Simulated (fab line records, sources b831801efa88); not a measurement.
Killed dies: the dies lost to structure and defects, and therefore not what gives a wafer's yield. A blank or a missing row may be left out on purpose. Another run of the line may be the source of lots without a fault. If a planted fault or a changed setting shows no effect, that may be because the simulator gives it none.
Split-lot study | flow sky130 | 5 lots, 23 wafers read, on a route of 708 steps

## THE SPLIT ITSELF
At SKY_VT_ADJUST_HVTR_COAT_02 (resist thk 1140 nm), the setting spin rpm was moved away from the recipe's 3000 rpm on 11 of the 23 wafers read, by -6.8% to -2.3%. This setting was run at the recipe's value on the other wafers.

Reading taken at the split's own step.

## THE READING
NOVOLAK_of_VT_ADJUST_HVTR_COAT_02.thk nm (the simulator's own value, which no gauge read), in nm, at SKY_VT_ADJUST_HVTR_COAT_02 (resist thk 1140 nm). There is no usual value for it anywhere in the file. Across the 12 wafers here that went through the recipe, the average is 1140 nm and the standard deviation 5.3 nm.

wafer  | tool, chamber at the split | spin rpm as run, rpm | against the recipe | NOVOLAK_of_VT_ADJUST_HVTR_COAT_02.thk nm, nm | against lot-mates on the recipe
L074.1 | litho track-02, 0          | 3000                 | recipe             | 1140                                         | -
L074.3 | litho track-02, 0          | 2797                 | -6.8%              | 1181                                         | +42
L074.6 | litho track-02, 0          | 2797                 | -6.8%              | 1181                                         | +42
L074.4 | litho track-02, 0          | 3000                 | recipe             | 1139                                         | -
L074.5 | litho track-02, 0          | 2797                 | -6.8%              | 1177                                         | +38
L076.2 | litho track-01, 0          | 3000                 | recipe             | 1146                                         | -
L076.4 | litho track-01, 0          | 3000                 | recipe             | 1141                                         | -
L076.6 | litho track-01, 0          | 3000                 | recipe             | 1145                                         | -
L077.1 | litho track-02, 0          | 3000                 | recipe             | 1128                                         | -
L077.2 | litho track-02, 0          | 3000                 | recipe             | 1137                                         | -
L077.3 | litho track-02, 0          | 2931                 | -2.3%              | 1147                                         | +14
L077.4 | litho track-02, 0          | 3000                 | recipe             | 1134                                         | -
L077.6 | litho track-02, 0          | 2931                 | -2.3%              | 1144                                         | +11
L079.1 | litho track-04, 0          | 2809                 | -6.4%              | 1183                                         | +36
L079.2 | litho track-04, 0          | 3000                 | recipe             | 1146                                         | -
L079.3 | litho track-04, 0          | 2809                 | -6.4%              | 1184                                         | +38
L079.4 | litho track-04, 0          | 2809                 | -6.4%              | 1188                                         | +42
L079.5 | litho track-04, 0          | 3000                 | recipe             | 1147                                         | -
L084.2 | litho track-01, 0          | 2833                 | -5.6%              | 1174                                         | +35
L084.3 | litho track-01, 0          | 3000                 | recipe             | 1139                                         | -
L084.5 | litho track-01, 0          | 3000                 | recipe             | 1139                                         | -
L084.4 | litho track-01, 0          | 2833                 | -5.6%              | 1171                                         | +32
L084.6 | litho track-01, 0          | 2833                 | -5.6%              | 1173                                         | +34

THE FIT
A straight line over all 23 wafers: NOVOLAK_of_VT_ADJUST_HVTR_COAT_02.thk nm changes by -6.3 nm for each +1% of spin rpm; r = -0.96; the points scatter about the line by 5.5 nm.
The same after taking each lot's own level away (the mean of its wafers on the recipe; 23 wafers): -6.01 nm for each +1%; r = -0.99; scatter 2.1 nm.
According to that fit, moving spin rpm by its largest amount changes the reading by 41 nm.
Measured against the standard deviation above, the lots' own levels, which go from 1133.0 to 1146.5 nm, span 2.5 times it.
The two slopes agree, so the slope changes little with the lot-to-lot level.
Check: with one of the wafers moved furthest among these (-6.8%) left out of the fit, the line predicts +40.4 nm for it against its lot-mates. It came out at +41.5 nm against them.

## THESE WAFERS: OTHER SPLITS
Other splits were also applied to these wafers ahead of the reading. Each is held against what the fit with the lots' levels taken away leaves over:
other split on the same wafers            | wafers away from the commonest value | r with NOVOLAK_of_VT_ADJUST_HVTR_COAT_02.thk nm (lot level and that fit taken away)
SKY_VT_ADJUST_NCORE_COAT_02 resist thk nm | 11                                   | -0.05

## THE WHOLE CHAIN: every reading that the file lists as answering this split, in the file's order
step                        | what it does       | reading                                                                                   | change (the file's fit)              | r (the file's)
SKY_VT_ADJUST_HVTR_COAT_02  | resist thk 1140 nm | NOVOLAK_of_VT_ADJUST_HVTR_COAT_02.thk nm (the simulator's own value, which no gauge read) | -5.98 nm for each +1% of the setting | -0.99
SKY_VT_ADJUST_HVTR_STRIP_10 | strips in O2/N2    | strip time to endpoint s                                                                  | withheld for each +1% of the setting | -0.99

## FILE'S OWN FIT
NOVOLAK_of_VT_ADJUST_HVTR_COAT_02.thk nm changes by -5.98 nm for each +1% of spin rpm, r = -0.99.
